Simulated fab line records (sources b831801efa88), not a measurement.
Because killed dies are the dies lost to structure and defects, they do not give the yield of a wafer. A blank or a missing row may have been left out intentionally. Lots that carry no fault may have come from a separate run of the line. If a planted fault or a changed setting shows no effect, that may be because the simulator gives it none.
Which of the tools did it? :: flow sky130 :: 45 wafers from 15 lots sampled at 4 of the route's 708 steps

WHAT THE GAUGES READ, wafer by wafer
SKY_POLY_GATE_CD_MEAS_22.
lot: L336
measured: day 16 20:04
on: cd sem-01
cd nm (nm): 151.0 150.7 151.4

lot: L337
measured: day 16 23:48
on: cd sem-01
cd nm (nm): 151.7 152.2 149.0

lot: L339
measured: day 18 02:39
on: cd sem-02
cd nm (nm): 149.8 151.5 152.5

lot: L341
measured: day 19 00:47
on: cd sem-01
cd nm (nm): 149.9 148.9 150.6

lot: L342
measured: day 19 01:00
on: cd sem-02
cd nm (nm): 149.9 150.3 153.8

lot: L345
measured: day 20 08:52
on: cd sem-01
cd nm (nm): 154.9 153.0 152.0

lot: L347
measured: day 20 17:43
on: cd sem-01
cd nm (nm): 150.7 151.8 151.5

lot: L346
measured: day 20 22:22
on: cd sem-01
cd nm (nm): 151.4 149.8 152.0

lot: L351
measured: day 22 20:39
on: cd sem-02
cd nm (nm): 154.6 153.6 152.7

lot: L352
measured: day 23 00:12
on: cd sem-01
cd nm (nm): 151.4 150.6 151.7

lot: L354
measured: day 23 11:04
on: cd sem-01
cd nm (nm): 148.1 148.4 146.9

lot: L355
measured: day 23 20:13
on: cd sem-02
cd nm (nm): 155.4 155.9 152.5

lot: L356
measured: day 24 03:11
on: cd sem-02
cd nm (nm): 150.7 151.9 151.3

lot: L358
measured: day 25 11:01
on: cd sem-01
cd nm (nm): 151.5 149.9 151.3

lot: L357
measured: day 26 18:34
on: cd sem-02
cd nm (nm): 150.7 148.2 151.0

SKY_LDD_P_OVL_MEAS_08.
lot: L336
measured: day 19 09:52
on: overlay-02
LDD_P_OVL (nm): -1.0 -0.7 0.5

lot: L337
measured: day 19 13:15
on: overlay-01
LDD_P_OVL (nm): 1.7 3.1 2.9

lot: L339
measured: day 20 17:55
on: overlay-02
LDD_P_OVL (nm): 1.4 0.4 1.0

lot: L341
measured: day 21 15:56
on: overlay-02
LDD_P_OVL (nm): 2.3 3.5 2.4

lot: L342
measured: day 21 16:14
on: overlay-01
LDD_P_OVL (nm): -0.6 0.4 -2.8

lot: L345
measured: day 22 23:56
on: overlay-01
LDD_P_OVL (nm): 0.9 0.6 2.1

lot: L347
measured: day 23 08:21
on: overlay-02
LDD_P_OVL (nm): -0.2 -0.8 -1.0

lot: L346
measured: day 23 13:53
on: overlay-02
LDD_P_OVL (nm): -2.0 0.0 -1.0

lot: L351
measured: day 25 09:07
on: overlay-01
LDD_P_OVL (nm): 0.7 3.0 1.7

lot: L352
measured: day 25 13:49
on: overlay-01
LDD_P_OVL (nm): -2.5 0.4 -1.9

lot: L354
measured: day 25 22:46
on: overlay-01
LDD_P_OVL (nm): 0.5 -1.4 -0.9

lot: L355
measured: day 26 08:20
on: overlay-01
LDD_P_OVL (nm): -1.9 -1.1 1.3

lot: L356
measured: day 26 15:06
on: overlay-01
LDD_P_OVL (nm): 1.7 -1.3 2.6

lot: L358
measured: day 27 22:02
on: overlay-01
LDD_P_OVL (nm): -0.6 0.6 1.2

lot: L357
measured: day 29 04:30
on: overlay-01
LDD_P_OVL (nm): 0.8 -2.2 -0.4

SKY_LDD_HVN_TW_MEAS_10.
lot: L336
measured: day 20 17:24
on: film metro-01
LDD_HVN_TW: 1463 1469 1465

lot: L337
measured: day 20 20:58
on: film metro-02
LDD_HVN_TW: 1438 1437 1428

lot: L339
measured: day 22 00:56
on: film metro-01
LDD_HVN_TW: 1454 1456 1451

lot: L341
measured: day 22 23:31
on: film metro-02
LDD_HVN_TW: 1438 1436 1438

lot: L342
measured: day 23 00:10
on: film metro-01
LDD_HVN_TW: 1462 1454 1455

lot: L345
measured: day 24 07:34
on: film metro-04
LDD_HVN_TW: 1457 1456 1461

lot: L347
measured: day 24 15:43
on: film metro-02
LDD_HVN_TW: 1432 1449 1444

lot: L346
measured: day 24 21:06
on: film metro-01
LDD_HVN_TW: 1449 1452 1457

lot: L351
measured: day 26 14:38
on: film metro-02
LDD_HVN_TW: 1446 1439 1455

lot: L352
measured: day 26 19:58
on: film metro-01
LDD_HVN_TW: 1457 1466 1455

lot: L354
measured: day 27 04:47
on: film metro-04
LDD_HVN_TW: 1438 1442 1443

lot: L355
measured: day 27 14:11
on: film metro-04
LDD_HVN_TW: 1440 1443 1449

lot: L356
measured: day 27 20:45
on: film metro-01
LDD_HVN_TW: 1450 1454 1451

lot: L358
measured: day 29 02:46
on: film metro-02
LDD_HVN_TW: 1454 1448 1453

lot: L357
measured: day 30 09:25
on: film metro-02
LDD_HVN_TW: 1453 1452 1443

WHICH TOOL RAN EACH LOT (tool, then ch and the chambers of the sampled wafers, then the start)
lot: L336
SKY_RES_PROTECT_PEB_05: litho track-03 ch 0, day 15 08:52

lot: L337
SKY_RES_PROTECT_PEB_05: litho track-01 ch 0, day 15 16:02

lot: L339
SKY_RES_PROTECT_PEB_05: litho track-03 ch 0, day 16 09:47

lot: L341
SKY_RES_PROTECT_PEB_05: litho track-03 ch 0, day 17 14:14

lot: L342
SKY_RES_PROTECT_PEB_05: litho track-04 ch 0, day 17 14:40

lot: L345
SKY_RES_PROTECT_PEB_05: litho track-04, day 18 21:01

lot: L347
SKY_RES_PROTECT_PEB_05: litho track-01, day 19 05:26

lot: L346
SKY_RES_PROTECT_PEB_05: litho track-01, day 19 10:56

lot: L351
SKY_RES_PROTECT_PEB_05: litho track-04 ch 0, day 21 09:32

lot: L352
SKY_RES_PROTECT_PEB_05: litho track-01 ch 0, day 21 11:48

lot: L354
SKY_RES_PROTECT_PEB_05: litho track-03 ch 0, day 21 23:46

lot: L355
SKY_RES_PROTECT_PEB_05: litho track-04 ch 0, day 22 10:01

lot: L356
SKY_RES_PROTECT_PEB_05: litho track-04 ch 0, day 22 16:07

lot: L358
SKY_RES_PROTECT_PEB_05: litho track-03 ch 0, day 24 01:56

lot: L357
SKY_RES_PROTECT_PEB_05: litho track-03 ch 0, day 24 06:29
- SKY_RES_PROTECT_PEB_05

AS READ BY THE TOOLS THEMSELVES (means over the sampled wafers that have a number; for cases with no such wafer, the mark the record gives instead)
SKY_RES_PROTECT_PEB_05.
lot: L336
tool: litho track-03
exhaust pa (Pa): 45.8

lot: L337
tool: litho track-01
exhaust pa (Pa): 46.1

lot: L339
tool: litho track-03
exhaust pa (Pa): 43.7

lot: L341
tool: litho track-03
exhaust pa (Pa): 44.1

lot: L342
tool: litho track-04
exhaust pa (Pa): 45.9

lot: L345
tool: litho track-04
exhaust pa (Pa): -

lot: L347
tool: litho track-01
exhaust pa (Pa): -

lot: L346
tool: litho track-01
exhaust pa (Pa): -

lot: L351
tool: litho track-04
exhaust pa (Pa): 44.0

lot: L352
tool: litho track-01
exhaust pa (Pa): 45.2

lot: L354
tool: litho track-03
exhaust pa (Pa): 44.0

lot: L355
tool: litho track-04
exhaust pa (Pa): 44.8

lot: L356
tool: litho track-04
exhaust pa (Pa): 44.8

lot: L358
tool: litho track-03
exhaust pa (Pa): 46.0

lot: L357
tool: litho track-03
exhaust pa (Pa): 45.8

THE ANSWER, worked out from the rows above alone
Rule: the usual values come from the lots themselves. Put in order of their means at a reading, lots are off if they are a third of the lots or fewer, leave a main group of 4 or more, and stand apart from it by a gap of 3 or more times the standard deviation of the main group's means; of several such gaps the widest counts. If all means in a main group match to the digits the tables above print for the reading, that group is not used. A lot without any number at a reading at which 4 lots or more have one is off too. Any other lot the step has rows for is counted as sound. Order of review: gauges by route order, followed by the tools' own readings, for which a lot's mean as printed above is used. The first step at which some lot is off is used, and at that step the reading that is off furthest; a lot without a number counts as furthest.
Off: L345, L347, L346, at SKY_RES_PROTECT_PEB_05 (exhaust pa). Without a number there: L345, L347, L346. Mean 45.0 Pa and standard deviation 0.86 in the main group.
A tool fits if, at that step or a process step before it, it ran every lot that is off, and no sound lot after the first of them. Of those tried, none fits.

WHAT THE SIMULATOR PUT IN
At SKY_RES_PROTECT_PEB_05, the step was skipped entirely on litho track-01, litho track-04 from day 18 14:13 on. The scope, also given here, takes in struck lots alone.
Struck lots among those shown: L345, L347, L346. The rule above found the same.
